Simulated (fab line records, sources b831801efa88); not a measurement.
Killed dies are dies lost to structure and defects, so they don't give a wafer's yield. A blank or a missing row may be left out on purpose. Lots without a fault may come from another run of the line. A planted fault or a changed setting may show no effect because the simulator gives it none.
Which tool did it? | flow gf180mcu | 14 lots, 42 wafers sampled, at 1 step of a route of 602

WHAT THE GAUGES READ, wafer by wafer
GF_VT_IMPLANT_OVL_MEAS_18. Usual: VT_IMPLANT_01_OVL 1.4 nm, standard deviation 1.2.
lot  | measured     | on         | VT_IMPLANT_01_OVL (nm) | flag
L374 | day 6 07:34  | overlay-01 | 0.5 2.6 -1.4           |
L375 | day 6 13:29  | overlay-01 | 1.7 3.5 1.4            |
L376 | day 6 18:01  | overlay-02 | 3.1 2.2 1.9            |
L377 | day 7 05:53  | overlay-01 | 1.7 1.2 2.1            |
L378 | day 7 06:07  | overlay-01 | 2.0 0.7 1.1            |
L380 | day 7 19:25  | overlay-01 | 0.5 1.1 0.2            |
L382 | day 8 08:20  | overlay-01 | -0.2 1.7 -0.6          |
L383 | day 8 15:37  | overlay-01 | 1.5 1.8 2.3            |
L385 | day 9 06:22  | overlay-01 | 0.7 0.9 1.6            |
L387 | day 9 16:19  | overlay-02 | 0.5 -0.6 1.8           |
L388 | day 9 22:49  | overlay-02 | 1.7 0.1 2.4            |
L389 | day 10 03:40 | overlay-02 | 2.2 1.8 1.0            |
L390 | day 10 10:40 | overlay-01 | 1.6 1.3 2.0            |
L391 | day 10 13:44 | overlay-02 | 2.2 -0.1 0.5           |

WHICH TOOL RAN EACH LOT (tool, then ch and the chambers of the sampled wafers, then the start)
The record holds no process step before these readings.

WHAT THE TOOLS THEMSELVES READ (means of the sampled wafers that have a number; where no wafer has one, the mark that the record gives instead)
The record holds no such reading with a usual standard deviation.

THE ANSWER, worked out from the rows above alone
Rule: a lot is off if the mean of its wafers that have a number lies more than 3 standard deviations from the usual mean. A lot without any number at a reading at which 4 lots or more have one is off too. The other lots that the step has rows for count as sound. The gauges are gone through in route order, then the tools' own readings, and for those a lot's mean is taken as printed above. The first step at which some lot is off is used, and at that step the reading that is off furthest; a lot without a number counts as furthest.
No lot is off at any reading shown: from this, nothing can be told.

WHAT THE SIMULATOR HAD PUT IN
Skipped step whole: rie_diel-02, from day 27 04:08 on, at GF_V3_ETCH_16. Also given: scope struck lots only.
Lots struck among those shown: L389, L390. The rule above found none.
